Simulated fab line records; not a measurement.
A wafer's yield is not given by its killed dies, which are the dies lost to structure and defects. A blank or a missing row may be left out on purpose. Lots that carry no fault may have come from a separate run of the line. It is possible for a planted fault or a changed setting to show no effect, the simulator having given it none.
fab line records :: flow sky130
record
  lots=6
  wafers=18
  last-day=50
route steps=708 shown VT_ADJUST_LVTN@113 VT_ADJUST_NCORE@119 PAD_OPEN@708
lots untouched by any fault: they come from a run of this same line in which no faults occurred
start-h: the number of hours between the record's first day and the start of the first shown wafer of the lot :: wait-h: hours elapsed since this lot's preceding step :: " repeats the value in the row above :: L1.1+2: one row covering several wafers at once :: - either no value or no given start :: * or withheld: withheld :: < > ~ a bound
route shown NAME@n: a module of which the file shows steps, and the number in the route of the first :: usual: mean and standard deviation over wafers with no fault :: same: alike in all rows :: chamber/n: place in a boat :: sites: each site's reading :: _std_site: standard deviation across them :: _edge_site: inner sites' mean taken away from outer sites' mean :: radius-mm: for every site, how far away it sits from the centre of the wafer :: mask NAME#n: copy n :: behind: the most recent tool/chamber to have shaped the wafer :: hold: why the lot was held/for how many hours/how that ended :: device: the n, p or np transistor that did not switch :: end of line: tests run on the same wafers once the route is complete :: a step without rows: its recipe alone :: killed: dies that structure and defects cost at the first sort, which is not the same as the wafer's yield :: map: a wafer's dies, x killed, . not, _ none there
set.NAME: the setting the step ran with; set.NAME@STEP: the setting that earlier step ran with :: model.NAME: the simulator's own value behind a step, which no gauge read
a table for each step, a row for each wafer; lots at some steps of the route
services: from which hour (start-h, from the record's first day; less than 0 if before it) a tool's chamber was out of use, for how many hours, and why
## steps
# step SKY_VT_ADJUST_LVTN_PEB_16
# recipe
  temp-c=withheld
  time-s=*
  resist=NOVOLAK
# step SKY_VT_ADJUST_LVTN_DEVELOP_17
# recipe
  resist=NOVOLAK
  developer=TMAH
  develop-time-s=60
  dev-temp-c=23
# step SKY_VT_ADJUST_LVTN_OVL_MEAS_18
# usual
  VT_ADJUST_LVTN_01_OVL=1.0/1.2
lot.wafer: L866.2
tool: overlay-01
chamber: -
start-h: 174.40
wait-h: 0.1
VT_ADJUST_LVTN_01_OVL[nm]: 0.4

lot.wafer: L866.3
tool: overlay-01
chamber: -
start-h: 174.40
wait-h: 0.1
VT_ADJUST_LVTN_01_OVL[nm]: 0.6

lot.wafer: L866.6
tool: overlay-01
chamber: -
start-h: 174.40
wait-h: 0.1
VT_ADJUST_LVTN_01_OVL[nm]: 0.3

lot.wafer: L871.1
tool: overlay-02
chamber: -
start-h: 214.45
wait-h: 0.1
VT_ADJUST_LVTN_01_OVL[nm]: 4.0

lot.wafer: L871.4
tool: overlay-02
chamber: -
start-h: 214.45
wait-h: 0.1
VT_ADJUST_LVTN_01_OVL[nm]: 3.2

lot.wafer: L871.5
tool: overlay-02
chamber: -
start-h: 214.45
wait-h: 0.1
VT_ADJUST_LVTN_01_OVL[nm]: 2.7

lot.wafer: L878.1
tool: overlay-02
chamber: -
start-h: 259.45
wait-h: 0.1
VT_ADJUST_LVTN_01_OVL[nm]: 0.4

lot.wafer: L878.3
tool: overlay-02
chamber: -
start-h: 259.45
wait-h: 0.1
VT_ADJUST_LVTN_01_OVL[nm]: 0.8

lot.wafer: L878.4
tool: overlay-02
chamber: -
start-h: 259.45
wait-h: 0.1
VT_ADJUST_LVTN_01_OVL[nm]: -0.4

lot.wafer: L880.1
tool: overlay-01
chamber: -
start-h: 267.83
wait-h: 0.1
VT_ADJUST_LVTN_01_OVL[nm]: -0.5

lot.wafer: L880.2
tool: overlay-01
chamber: -
start-h: 267.83
wait-h: 0.1
VT_ADJUST_LVTN_01_OVL[nm]: 0.6

lot.wafer: L880.3
tool: overlay-01
chamber: -
start-h: 267.83
wait-h: 0.1
VT_ADJUST_LVTN_01_OVL[nm]: 0.9

lot.wafer: L881.2
tool: overlay-02
chamber: -
start-h: 274.84
wait-h: 0.1
VT_ADJUST_LVTN_01_OVL[nm]: 3.0

lot.wafer: L881.3
tool: overlay-02
chamber: -
start-h: 274.84
wait-h: 0.1
VT_ADJUST_LVTN_01_OVL[nm]: 2.6

lot.wafer: L881.6
tool: overlay-02
chamber: -
start-h: 274.84
wait-h: 0.1
VT_ADJUST_LVTN_01_OVL[nm]: 1.6

lot.wafer: L886.1
tool: overlay-01
chamber: -
start-h: 311.95
wait-h: 0.1
VT_ADJUST_LVTN_01_OVL[nm]: -0.9

lot.wafer: L886.2
tool: overlay-01
chamber: -
start-h: 311.95
wait-h: 0.1
VT_ADJUST_LVTN_01_OVL[nm]: -0.5

lot.wafer: L886.6
tool: overlay-01
chamber: -
start-h: 311.95
wait-h: 0.1
VT_ADJUST_LVTN_01_OVL[nm]: 0.7
# step SKY_VT_ADJUST_LVTN_IMPLANT_19
# recipe
  species=B
  energy-kev=30
  dose-cm2=6.5e+11
  tilt-deg=withheld
# step SKY_VT_ADJUST_LVTN_STRIP_20
# recipe
  chemistry=O2/N2
  power-w=1400
  pressure-mtorr=1500
  platen-temp-c=withheld
  o2-flow-sccm=3000
  n2-flow-sccm=300
  overash-fraction=0.5
# usual
  drypump-motor-current-A=5.6/0.49
  oes-product-au=0.716/0.0046
  strip-time-to-endpoint-s=14.18/0.046
lot.wafer: L866.2
tool: plasma-asher-02
chamber: 0
start-h: 174.58
wait-h: 0.1
drypump-motor-current-A: 5.2
oes-product-au: 0.717
rf-hours-counter-h: 50
strip-time-to-endpoint-s: 14.22

lot.wafer: L866.3
tool: plasma-asher-02
chamber: 0
start-h: 174.58
wait-h: 0.1
drypump-motor-current-A: 5.2
oes-product-au: 0.717
rf-hours-counter-h: -
strip-time-to-endpoint-s: 14.20

lot.wafer: L866.6
tool: plasma-asher-02
chamber: 0
start-h: 174.58
wait-h: 0.1
drypump-motor-current-A: 5.2
oes-product-au: 0.715
rf-hours-counter-h: -
strip-time-to-endpoint-s: 14.24

lot.wafer: L871.1
tool: plasma-asher-03
chamber: 1
start-h: 214.63
wait-h: 0.1
drypump-motor-current-A: 5.9
oes-product-au: 0.711
rf-hours-counter-h: 41
strip-time-to-endpoint-s: 14.15

lot.wafer: L871.4
tool: plasma-asher-03
chamber: 1
start-h: 214.63
wait-h: 0.1
drypump-motor-current-A: 6.0
oes-product-au: 0.718
rf-hours-counter-h: -
strip-time-to-endpoint-s: 14.13

lot.wafer: L871.5
tool: plasma-asher-03
chamber: 0
start-h: 214.63
wait-h: 0.1
drypump-motor-current-A: 6.1
oes-product-au: 0.715
rf-hours-counter-h: -
strip-time-to-endpoint-s: 14.15

lot.wafer: L878.1
tool: plasma-asher-03
chamber: 0
start-h: 259.63
wait-h: 0.1
drypump-motor-current-A: 6.1
oes-product-au: 0.714
rf-hours-counter-h: 46
strip-time-to-endpoint-s: 14.24

lot.wafer: L878.3
tool: plasma-asher-03
chamber: 0
start-h: 259.63
wait-h: 0.1
drypump-motor-current-A: 6.1
oes-product-au: 0.718
rf-hours-counter-h: -
strip-time-to-endpoint-s: 14.21

lot.wafer: L878.4
tool: plasma-asher-03
chamber: 1
start-h: 259.63
wait-h: 0.1
drypump-motor-current-A: 6.0
oes-product-au: 0.712
rf-hours-counter-h: -
strip-time-to-endpoint-s: 14.24

lot.wafer: L880.1
tool: plasma-asher-02
chamber: 0
start-h: 268.02
wait-h: 0.1
drypump-motor-current-A: 5.2
oes-product-au: 0.714
rf-hours-counter-h: 59
strip-time-to-endpoint-s: 14.20

lot.wafer: L880.2
tool: plasma-asher-02
chamber: 1
start-h: 268.02
wait-h: 0.1
drypump-motor-current-A: 5.1
oes-product-au: 0.717
rf-hours-counter-h: 59
strip-time-to-endpoint-s: 14.18

lot.wafer: L880.3
tool: plasma-asher-02
chamber: 1
start-h: 268.02
wait-h: 0.1
drypump-motor-current-A: 5.1
oes-product-au: 0.727
rf-hours-counter-h: -
strip-time-to-endpoint-s: 14.18

lot.wafer: L881.2
tool: plasma-asher-03
chamber: 0
start-h: 275.02
wait-h: 0.1
drypump-motor-current-A: 6.1
oes-product-au: 0.713
rf-hours-counter-h: 48
strip-time-to-endpoint-s: 14.22

lot.wafer: L881.3
tool: plasma-asher-03
chamber: 1
start-h: 275.02
wait-h: 0.1
drypump-motor-current-A: 6.0
oes-product-au: 0.718
rf-hours-counter-h: -
strip-time-to-endpoint-s: 14.24

lot.wafer: L881.6
tool: plasma-asher-03
chamber: 1
start-h: 275.02
wait-h: 0.1
drypump-motor-current-A: 5.9
oes-product-au: 0.718
rf-hours-counter-h: -
strip-time-to-endpoint-s: 14.21

lot.wafer: L886.1
tool: plasma-asher-02
chamber: 0
start-h: 312.13
wait-h: 0.1
drypump-motor-current-A: 5.2
oes-product-au: 0.721
rf-hours-counter-h: 63
strip-time-to-endpoint-s: 14.12

lot.wafer: L886.2
tool: plasma-asher-02
chamber: 1
start-h: 312.13
wait-h: 0.1
drypump-motor-current-A: 5.1
oes-product-au: 0.711
rf-hours-counter-h: 63
strip-time-to-endpoint-s: 14.14

lot.wafer: L886.6
tool: plasma-asher-02
chamber: 1
start-h: 312.13
wait-h: 0.1
drypump-motor-current-A: 5.1
oes-product-au: 0.713
rf-hours-counter-h: -
strip-time-to-endpoint-s: 14.13
# step SKY_VT_ADJUST_LVTN_TW_MEAS_21
# usual
  VT_ADJUST_LVTN_2_TW=186.9/1.7
lot.wafer: L866.2
tool: film-metro-02
chamber: -
start-h: 174.69
wait-h: 0.1
VT_ADJUST_LVTN_2_TW: 189.0

lot.wafer: L866.3
tool: film-metro-02
chamber: -
start-h: 174.69
wait-h: 0.1
VT_ADJUST_LVTN_2_TW: 188.4

lot.wafer: L866.6
tool: film-metro-02
chamber: -
start-h: 174.69
wait-h: 0.1
VT_ADJUST_LVTN_2_TW: 188.2

lot.wafer: L871.1
tool: film-metro-02
chamber: -
start-h: 214.73
wait-h: 0.1
VT_ADJUST_LVTN_2_TW: 189.1

lot.wafer: L871.4
tool: film-metro-02
chamber: -
start-h: 214.73
wait-h: 0.1
VT_ADJUST_LVTN_2_TW: 188.8

lot.wafer: L871.5
tool: film-metro-02
chamber: -
start-h: 214.73
wait-h: 0.1
VT_ADJUST_LVTN_2_TW: 188.4

lot.wafer: L878.1
tool: film-metro-02
chamber: -
start-h: 259.73
wait-h: 0.1
VT_ADJUST_LVTN_2_TW: 188.8

lot.wafer: L878.3
tool: film-metro-02
chamber: -
start-h: 259.73
wait-h: 0.1
VT_ADJUST_LVTN_2_TW: 188.9

lot.wafer: L878.4
tool: film-metro-02
chamber: -
start-h: 259.73
wait-h: 0.1
VT_ADJUST_LVTN_2_TW: 188.1

lot.wafer: L880.1
tool: film-metro-03
chamber: -
start-h: 268.12
wait-h: 0.1
VT_ADJUST_LVTN_2_TW: 185.5

lot.wafer: L880.2
tool: film-metro-03
chamber: -
start-h: 268.12
wait-h: 0.1
VT_ADJUST_LVTN_2_TW: 185.9

lot.wafer: L880.3
tool: film-metro-03
chamber: -
start-h: 268.12
wait-h: 0.1
VT_ADJUST_LVTN_2_TW: 185.6

lot.wafer: L881.2
tool: film-metro-03
chamber: -
start-h: 275.13
wait-h: 0.1
VT_ADJUST_LVTN_2_TW: 185.0

lot.wafer: L881.3
tool: film-metro-03
chamber: -
start-h: 275.13
wait-h: 0.1
VT_ADJUST_LVTN_2_TW: 185.5

lot.wafer: L881.6
tool: film-metro-03
chamber: -
start-h: 275.13
wait-h: 0.1
VT_ADJUST_LVTN_2_TW: 186.0

lot.wafer: L886.1
tool: film-metro-03
chamber: -
start-h: 312.23
wait-h: 0.1
VT_ADJUST_LVTN_2_TW: 185.4

lot.wafer: L886.2
tool: film-metro-03
chamber: -
start-h: 312.23
wait-h: 0.1
VT_ADJUST_LVTN_2_TW: 185.4

lot.wafer: L886.6
tool: film-metro-03
chamber: -
start-h: 312.23
wait-h: 0.1
VT_ADJUST_LVTN_2_TW: 185.7
# step SKY_VT_ADJUST_NCORE_DEHYDRATE_00
# recipe
  temp-c=200
  time-s=60
# step SKY_VT_ADJUST_NCORE_HMDS_01
# recipe
  prime-time-s=60
  prime-temp-c=120
# step SKY_VT_ADJUST_NCORE_COAT_02
# recipe
  resist=NOVOLAK
  spin-rpm=3000
  resist-thk-nm=1140
# step SKY_VT_ADJUST_NCORE_SOFTBAKE_03
# recipe
  temp-c=90
  time-s=60
  resist=NOVOLAK
# step SKY_VT_ADJUST_NCORE_EXPOSE_04
# recipe
  mask-id=LVTN_COMPLEMENT_THIN
  na=0.6
  source-shape=conventional
  sigma-outer=0.6
  polarization=unpolarized
  target-cd-nm=380
  dose-mj=139
# step SKY_VT_ADJUST_NCORE_PEB_05
# recipe
  temp-c=withheld
  time-s=*
  resist=NOVOLAK
# step SKY_VT_ADJUST_NCORE_DEVELOP_06
# recipe
  resist=NOVOLAK
  developer=TMAH
  develop-time-s=60
  dev-temp-c=23
# usual
  developer-temp-C=23.03/0.1
lot.wafer: L866.2
tool: litho-track-01
chamber: 0
start-h: 196.07
wait-h: 0.1
developer-temp-C: 22.94

lot.wafer: L866.3
tool: litho-track-01
chamber: 0
start-h: 196.07
wait-h: 0.1
developer-temp-C: 23.12

lot.wafer: L866.6
tool: litho-track-01
chamber: 0
start-h: 196.07
wait-h: 0.1
developer-temp-C: 22.96

lot.wafer: L871.1
tool: litho-track-03
chamber: 0
start-h: 236.25
wait-h: 0.1
developer-temp-C: 22.92

lot.wafer: L871.4
tool: litho-track-03
chamber: 0
start-h: 236.25
wait-h: 0.1
developer-temp-C: 22.97

lot.wafer: L871.5
tool: litho-track-03
chamber: 0
start-h: 236.25
wait-h: 0.1
developer-temp-C: 22.95

lot.wafer: L878.1
tool: litho-track-03
chamber: 0
start-h: 283.70
wait-h: 0.1
developer-temp-C: 23.05

lot.wafer: L878.3
tool: litho-track-03
chamber: 0
start-h: 283.70
wait-h: 0.1
developer-temp-C: 23.02

lot.wafer: L878.4
tool: litho-track-03
chamber: 0
start-h: 283.70
wait-h: 0.1
developer-temp-C: 23.08

lot.wafer: L880.1
tool: litho-track-03
chamber: 0
start-h: 292.90
wait-h: 0.1
developer-temp-C: 23.15

lot.wafer: L880.2
tool: litho-track-03
chamber: 0
start-h: 292.90
wait-h: 0.1
developer-temp-C: 23.08

lot.wafer: L880.3
tool: litho-track-03
chamber: 0
start-h: 292.90
wait-h: 0.1
developer-temp-C: 23.08

lot.wafer: L881.2
tool: litho-track-04
chamber: 0
start-h: 300.17
wait-h: 0.1
developer-temp-C: 23.17

lot.wafer: L881.3
tool: litho-track-04
chamber: 0
start-h: 300.17
wait-h: 0.1
developer-temp-C: 23.09

lot.wafer: L881.6
tool: litho-track-04
chamber: 0
start-h: 300.17
wait-h: 0.1
developer-temp-C: 23.08

lot.wafer: L886.1
tool: litho-track-04
chamber: 0
start-h: 337.70
wait-h: 0.1
developer-temp-C: 23.14

lot.wafer: L886.2
tool: litho-track-04
chamber: 0
start-h: 337.70
wait-h: 0.1
developer-temp-C: 23.13

lot.wafer: L886.6
tool: litho-track-04
chamber: 0
start-h: 337.70
wait-h: 0.1
developer-temp-C: 23.09
# step SKY_VT_ADJUST_NCORE_CD_MEAS_07
# recipe
  target-cd-nm=380
# usual
  cd-nm=381.3/2.7
lot.wafer: L866.2
tool: cd-sem-02
chamber: -
start-h: 196.27
wait-h: 0.2
cd-nm: 384.7

lot.wafer: L866.3
tool: cd-sem-02
chamber: -
start-h: 196.27
wait-h: 0.2
cd-nm: 383.5

lot.wafer: L866.6
tool: cd-sem-02
chamber: -
start-h: 196.27
wait-h: 0.2
cd-nm: 383.4

lot.wafer: L871.1
tool: cd-sem-01
chamber: -
start-h: 236.40
wait-h: 0.1
cd-nm: 386.5

lot.wafer: L871.4
tool: cd-sem-01
chamber: -
start-h: 236.40
wait-h: 0.1
cd-nm: 384.9

lot.wafer: L871.5
tool: cd-sem-01
chamber: -
start-h: 236.40
wait-h: 0.1
cd-nm: 384.6

lot.wafer: L878.1
tool: cd-sem-01
chamber: -
start-h: 283.85
wait-h: 0.1
cd-nm: 380.6

lot.wafer: L878.3
tool: cd-sem-01
chamber: -
start-h: 283.85
wait-h: 0.1
cd-nm: 390.8

lot.wafer: L878.4
tool: cd-sem-01
chamber: -
start-h: 283.85
wait-h: 0.1
cd-nm: 381.2

lot.wafer: L880.1
tool: cd-sem-01
chamber: -
start-h: 293.05
wait-h: 0.1
cd-nm: 377.9

lot.wafer: L880.2
tool: cd-sem-01
chamber: -
start-h: 293.05
wait-h: 0.1
cd-nm: 390.0

lot.wafer: L880.3
tool: cd-sem-01
chamber: -
start-h: 293.05
wait-h: 0.1
cd-nm: 388.8

lot.wafer: L881.2
tool: cd-sem-02
chamber: -
start-h: 300.32
wait-h: 0.1
cd-nm: 378.7

lot.wafer: L881.3
tool: cd-sem-02
chamber: -
start-h: 300.32
wait-h: 0.1
cd-nm: 381.3

lot.wafer: L881.6
tool: cd-sem-02
chamber: -
start-h: 300.32
wait-h: 0.1
cd-nm: 382.2

lot.wafer: L886.1
tool: cd-sem-01
chamber: -
start-h: 337.85
wait-h: 0.1
cd-nm: 376.3

lot.wafer: L886.2
tool: cd-sem-01
chamber: -
start-h: 337.85
wait-h: 0.1
cd-nm: 377.7

lot.wafer: L886.6
tool: cd-sem-01
chamber: -
start-h: 337.85
wait-h: 0.1
cd-nm: 378.3
# step SKY_VT_ADJUST_NCORE_OVL_MEAS_08
# usual
  VT_ADJUST_NCORE_OVL=0.8/1.4
lot.wafer: L866.2
tool: overlay-01
chamber: -
start-h: 196.38
wait-h: 0.1
VT_ADJUST_NCORE_OVL[nm]: -1.6

lot.wafer: L866.3
tool: overlay-01
chamber: -
start-h: 196.38
wait-h: 0.1
VT_ADJUST_NCORE_OVL[nm]: -2.1

lot.wafer: L866.6
tool: overlay-01
chamber: -
start-h: 196.38
wait-h: 0.1
VT_ADJUST_NCORE_OVL[nm]: -1.1

lot.wafer: L871.1
tool: overlay-02
chamber: -
start-h: 236.52
wait-h: 0.1
VT_ADJUST_NCORE_OVL[nm]: 0.4

lot.wafer: L871.4
tool: overlay-02
chamber: -
start-h: 236.52
wait-h: 0.1
VT_ADJUST_NCORE_OVL[nm]: 0.0

lot.wafer: L871.5
tool: overlay-02
chamber: -
start-h: 236.52
wait-h: 0.1
VT_ADJUST_NCORE_OVL[nm]: 1.6

lot.wafer: L878.1
tool: overlay-02
chamber: -
start-h: 283.97
wait-h: 0.1
VT_ADJUST_NCORE_OVL[nm]: 0.5

lot.wafer: L878.3
tool: overlay-02
chamber: -
start-h: 283.97
wait-h: 0.1
VT_ADJUST_NCORE_OVL[nm]: 2.0

lot.wafer: L878.4
tool: overlay-02
chamber: -
start-h: 283.97
wait-h: 0.1
VT_ADJUST_NCORE_OVL[nm]: 1.7

lot.wafer: L880.1
tool: overlay-01
chamber: -
start-h: 293.17
wait-h: 0.1
VT_ADJUST_NCORE_OVL[nm]: 0.0

lot.wafer: L880.2
tool: overlay-01
chamber: -
start-h: 293.17
wait-h: 0.1
VT_ADJUST_NCORE_OVL[nm]: 1.4

lot.wafer: L880.3
tool: overlay-01
chamber: -
start-h: 293.17
wait-h: 0.1
VT_ADJUST_NCORE_OVL[nm]: 0.9

lot.wafer: L881.2
tool: overlay-01
chamber: -
start-h: 300.42
wait-h: 0.1
VT_ADJUST_NCORE_OVL[nm]: 1.0

lot.wafer: L881.3
tool: overlay-01
chamber: -
start-h: 300.42
wait-h: 0.1
VT_ADJUST_NCORE_OVL[nm]: 2.5

lot.wafer: L881.6
tool: overlay-01
chamber: -
start-h: 300.42
wait-h: 0.1
VT_ADJUST_NCORE_OVL[nm]: 0.9

lot.wafer: L886.1
tool: overlay-01
chamber: -
start-h: 337.97
wait-h: 0.1
VT_ADJUST_NCORE_OVL[nm]: 1.9

lot.wafer: L886.2
tool: overlay-01
chamber: -
start-h: 337.97
wait-h: 0.1
VT_ADJUST_NCORE_OVL[nm]: 3.2

lot.wafer: L886.6
tool: overlay-01
chamber: -
start-h: 337.97
wait-h: 0.1
VT_ADJUST_NCORE_OVL[nm]: 0.3
# step SKY_PAD_OPEN_PROBE_99
# usual
  killed_at_M0_to_M3=42/6.7
  killed_at_M4_up=3.3/2.1
  killed-at-contacts=24/5.1
  killed-at-front-end=15/4.6
  killed-at-other=0.3/0.58
  killed-dies=85/9.9
  killed-on-rim=17/3.7
  killed-open=46/6.9
  killed-short=38/7
# same
  gross-dies=492
  killed-at-back-side=0
lot.wafer: L871.1
tool: prober-02
chamber: -
start-h: 1128.32
wait-h: 0.1
killed_at_M0_to_M3: 39
killed_at_M4_up: 2
killed-at-contacts: 25
killed-at-front-end: 15
killed-at-other: 0
killed-dies: 81
killed-on-rim: 17
killed-open: 52
killed-short: 29

lot.wafer: L871.4
tool: prober-02
chamber: -
start-h: 1128.47
wait-h: 0.2
killed_at_M0_to_M3: 40
killed_at_M4_up: 4
killed-at-contacts: 29
killed-at-front-end: 17
killed-at-other: 0
killed-dies: 90
killed-on-rim: 17
killed-open: 49
killed-short: 41

lot.wafer: L871.5
tool: prober-02
chamber: -
start-h: 1128.52
wait-h: 0.2
killed_at_M0_to_M3: 31
killed_at_M4_up: 4
killed-at-contacts: 20
killed-at-front-end: 19
killed-at-other: 0
killed-dies: 74
killed-on-rim: 18
killed-open: 35
killed-short: 38

lot.wafer: L878.1
tool: prober-01
chamber: -
start-h: 1164.11
wait-h: 0.1
killed_at_M0_to_M3: 48
killed_at_M4_up: 4
killed-at-contacts: 18
killed-at-front-end: 16
killed-at-other: 0
killed-dies: 86
killed-on-rim: 18
killed-open: 43
killed-short: 43

lot.wafer: L880.1
tool: prober-01
chamber: -
start-h: 1167.32
wait-h: 0.1
killed_at_M0_to_M3: 39
killed_at_M4_up: 1
killed-at-contacts: 26
killed-at-front-end: 12
killed-at-other: 0
killed-dies: 78
killed-on-rim: 17
killed-open: 49
killed-short: 29

lot.wafer: L880.2
tool: prober-01
chamber: -
start-h: 1167.37
wait-h: 0.1
killed_at_M0_to_M3: 37
killed_at_M4_up: 8
killed-at-contacts: 23
killed-at-front-end: 13
killed-at-other: 1
killed-dies: 82
killed-on-rim: 15
killed-open: 40
killed-short: 42

lot.wafer: L880.3
tool: prober-01
chamber: -
start-h: 1167.42
wait-h: 0.2
killed_at_M0_to_M3: 37
killed_at_M4_up: 0
killed-at-contacts: 26
killed-at-front-end: 15
killed-at-other: 1
killed-dies: 79
killed-on-rim: 10
killed-open: 43
killed-short: 35

lot.wafer: L881.2
tool: prober-02
chamber: -
start-h: 1175.40
wait-h: 0.1
killed_at_M0_to_M3: 49
killed_at_M4_up: 5
killed-at-contacts: 27
killed-at-front-end: 16
killed-at-other: 0
killed-dies: 97
killed-on-rim: 21
killed-open: 56
killed-short: 39

lot.wafer: L881.3
tool: prober-02
chamber: -
start-h: 1175.45
wait-h: 0.2
killed_at_M0_to_M3: 46
killed_at_M4_up: 0
killed-at-contacts: 37
killed-at-front-end: 15
killed-at-other: 0
killed-dies: 98
killed-on-rim: 18
killed-open: 65
killed-short: 33

lot.wafer: L881.6
tool: prober-02
chamber: -
start-h: 1175.60
wait-h: 0.2
killed_at_M0_to_M3: 61
killed_at_M4_up: 6
killed-at-contacts: 31
killed-at-front-end: 11
killed-at-other: 1
killed-dies: 110
killed-on-rim: 20
killed-open: 53
killed-short: 56

lot.wafer: L886.1
tool: prober-01
chamber: -
start-h: 1200.97
wait-h: 0.1
killed_at_M0_to_M3: 41
killed_at_M4_up: 3
killed-at-contacts: 20
killed-at-front-end: 24
killed-at-other: 1
killed-dies: 89
killed-on-rim: 26
killed-open: 40
killed-short: 49

lot.wafer: L886.2
tool: prober-01
chamber: -
start-h: 1201.02
wait-h: 0.1
killed_at_M0_to_M3: 48
killed_at_M4_up: 2
killed-at-contacts: 22
killed-at-front-end: 20
killed-at-other: 0
killed-dies: 92
killed-on-rim: 17
killed-open: 46
killed-short: 44

lot.wafer: L886.6
tool: prober-01
chamber: -
start-h: 1201.22
wait-h: 0.2
killed_at_M0_to_M3: 35
killed_at_M4_up: 5
killed-at-contacts: 22
killed-at-front-end: 14
killed-at-other: 0
killed-dies: 76
killed-on-rim: 6
killed-open: 36
killed-short: 40
# killed by level:class
L871.1 VIA2:geometric-particle:open=12 CONTACT:geometric-particle:open=10 LI_CONTACT:geometric-particle:open=8 VIA3:geometric-particle:open=6 VIA1:geometric-particle:open=5 METAL2:geometric-particle:short=5 FIELD_ISO:geometric-particle:open=4 CONTACT:geometric-particle:short=4
L871.4 VIA1:geometric-particle:open=10 LI_CONTACT:geometric-particle:open=10 CONTACT:geometric-particle:open=9 FIELD_ISO:geometric-particle:open=5 VIA2:geometric-particle:open=5 VIA3:geometric-particle:short=5 VIA3:geometric-particle:open=5 LI_CONTACT:geometric-particle:short=4
L871.5 FIELD_ISO:geometric-particle:short=7 LI_CONTACT:geometric-particle:open=6 VIA2:geometric-particle:open=6 VIA3:geometric-particle:open=5 FIELD_ISO:geometric-particle:open=4 METAL4:geometric-particle:short=4 CONTACT:geometric-particle:open=4 METAL1:geometric-particle:short=4
L878.1 VIA1:geometric-particle:open=13 METAL1:geometric-particle:short=11 LI_CONTACT:geometric-particle:open=7 LOCAL_INTERCONNECT:geometric-particle:short=6 VIA3:geometric-particle:open=6 FIELD_ISO:geometric-particle:short=5 POLY_GATE:geometric-particle:short=4 METAL3:geometric-particle:short=4
L880.1 LI_CONTACT:geometric-particle:open=11 CONTACT:geometric-particle:open=9 METAL2:geometric-particle:short=6 METAL1:geometric-particle:short=6 VIA3:geometric-particle:open=6 VIA1:geometric-particle:open=5 POLY_GATE:geometric-particle:short=4 VIA1:geometric-particle:short=4
L880.2 VIA1:geometric-particle:open=10 FIELD_ISO:geometric-particle:short=8 CONTACT:geometric-particle:open=8 VIA1:geometric-particle:short=7 LI_CONTACT:geometric-particle:open=5 LOCAL_INTERCONNECT:geometric-particle:short=4 METAL2:geometric-particle:short=4 FIELD_ISO:geometric-particle:open=3
L880.3 CONTACT:geometric-particle:open=13 VIA1:geometric-particle:open=7 LI_CONTACT:geometric-particle:open=6 METAL1:geometric-particle:short=6 METAL2:geometric-particle:short=6 FIELD_ISO:geometric-particle:short=5 VIA2:geometric-particle:open=5 POLY_GATE:geometric-particle:open=4
L881.2 VIA1:geometric-particle:open=15 VIA2:geometric-particle:open=9 CONTACT:geometric-particle:open=8 LI_CONTACT:geometric-particle:open=7 CONTACT:geometric-particle:short=7 VIA3:geometric-particle:short=5 METAL2:geometric-particle:short=4 VIA2:geometric-particle:short=4
L881.3 CONTACT:geometric-particle:open=17 VIA1:geometric-particle:open=17 CONTACT:geometric-particle:short=8 LI_CONTACT:geometric-particle:open=6 VIA3:geometric-particle:short=6 FIELD_ISO:geometric-particle:open=4 POLY_GATE:geometric-particle:open=4 VIA3:geometric-particle:open=4
L881.6 VIA1:geometric-particle:open=13 VIA1:geometric-particle:short=10 LI_CONTACT:geometric-particle:open=9 CONTACT:geometric-particle:open=9 VIA3:geometric-particle:open=9 LOCAL_INTERCONNECT:geometric-particle:short=7 VIA3:geometric-particle:short=6 METAL1:geometric-particle:short=6
L886.1 POLY_GATE:geometric-particle:short=10 VIA3:geometric-particle:open=10 VIA1:geometric-particle:open=9 CONTACT:geometric-particle:open=6 LI_CONTACT:geometric-particle:short=5 LOCAL_INTERCONNECT:geometric-particle:short=5 VIA3:geometric-particle:short=5 POLY_GATE:geometric-particle:open=4
L886.2 CONTACT:geometric-particle:open=11 METAL1:geometric-particle:short=9 VIA1:geometric-particle:open=8 VIA3:geometric-particle:open=7 VIA1:geometric-particle:short=6 POLY_GATE:geometric-particle:open=5 POLY_GATE:geometric-particle:short=5 METAL2:geometric-particle:short=5
L886.6 METAL1:geometric-particle:short=7 LOCAL_INTERCONNECT:geometric-particle:short=6 CONTACT:geometric-particle:open=6 METAL2:geometric-particle:short=6 FIELD_ISO:geometric-particle:open=4 POLY_GATE:geometric-particle:short=4 LI_CONTACT:geometric-particle:open=4 VIA1:geometric-particle:open=4
## services
tool: plasma-asher-03
chamber: -
start-h: 183.27
hours: 1.4
kind: repair

tool: plasma-asher-02
chamber: -
start-h: 256.45
hours: 8.2
kind: repair

tool: plasma-asher-02
chamber: -
start-h: 332.42
hours: 14.6
kind: pm
## key
first-sign
  step=SKY_VT_ADJUST_NCORE_CD_MEAS_07
  reading=cd-nm
  direction=up
  sigmas=3.2
  usual=381.3
  struck=389.9
effect none on later readings
met-at SKY_VT_ADJUST_NCORE_DEVELOP_06
struck-wafers L878.3,L880.2,L880.3
tester-left-out L878,L880
onset-between 236.25 283.70
fault
  kind=process-parameter-drift
  tool=litho-track-03
  chamber=-
  onset-h=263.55
  steps=SKY_VT_ADJUST_NCORE_DEVELOP_06
  channel=develop-time-s
  offset=*
  shape=step
  end-h=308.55
  scope=struck-wafers-only
  acts-in=*
  stated=*
# tester-left-out: of these lots the tester's yield and bins aren't shown, on N5 and GAA mostly nor the transistor test; their killed dies are dies lost to structure and defects alone, not to doping, threshold or leakage, so they don't give the yield
